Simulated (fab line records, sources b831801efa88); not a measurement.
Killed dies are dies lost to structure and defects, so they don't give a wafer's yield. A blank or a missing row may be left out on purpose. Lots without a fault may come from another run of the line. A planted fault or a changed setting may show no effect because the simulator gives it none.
Chamber matching | flow sky130 | SKY_FIELD_ISO_CMP_27 on cmp-01: 4 sister chambers
The step polishes, stops on Si3N4, t overpolish 16 s, target thk 457.8 nm. 4 wafers are shown with their chamber, then 12 later ones without.

WAFERS WITH THEIR CHAMBER
wafer  | chamber | motor_current_A (A)
L091.4 | 3       | 12.8
L091.6 | 0       | 9.5
L091.2 | 2       | 12.4
L091.5 | 1       | 12.2

WAFERS WITHOUT THEIR CHAMBER
wafer  | motor_current_A (A)
L093.1 | 13.1
L093.2 | 9.8
L093.3 | 13.8
L093.4 | 12.8
L093.5 | 13.0
L093.6 | 12.8
L094.2 | 10.0
L094.3 | 12.2
L094.6 | 13.0
L096.2 | 12.5
L096.4 | 9.6
L096.6 | 13.9

WHICH CHAMBER EACH WENT THROUGH
wafer  | from the rows above          | in truth
L093.1 | can't be placed: 3 or 2 or 1 | 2
L093.2 | 0                            | 0
L093.3 | can't be placed: 3 or 2 or 1 | 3
L093.4 | can't be placed: 3 or 2 or 1 | 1
L093.5 | can't be placed: 3 or 2 or 1 | 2
L093.6 | can't be placed: 3 or 2 or 1 | 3
L094.2 | 0                            | 0
L094.3 | can't be placed: 1 or 2 or 3 | 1
L094.6 | can't be placed: 3 or 2 or 1 | 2
L096.2 | can't be placed: 2 or 1 or 3 | 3
L096.4 | 0                            | 0
L096.6 | can't be placed: 3 or 2 or 1 | 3
Placed correctly: 3 of 12. Can't be placed from these rows: 9 (the true chamber is among the candidates in 9). Placed wrongly: 0.
How it was worked out, from the rows above alone: a wafer's distance from a chamber is the root of the sum, over the readings, of the square of ((its reading less the chamber's mean) divided by the reading's scatter). The wafer belongs to the nearest chamber; if the next one is less than 2 further off, it can't be placed. A chamber's mean is the mean of its shown wafers. The scatter: with one shown wafer a chamber, the root of the mean of the squares of how far each hidden wafer lies from its nearest shown one.
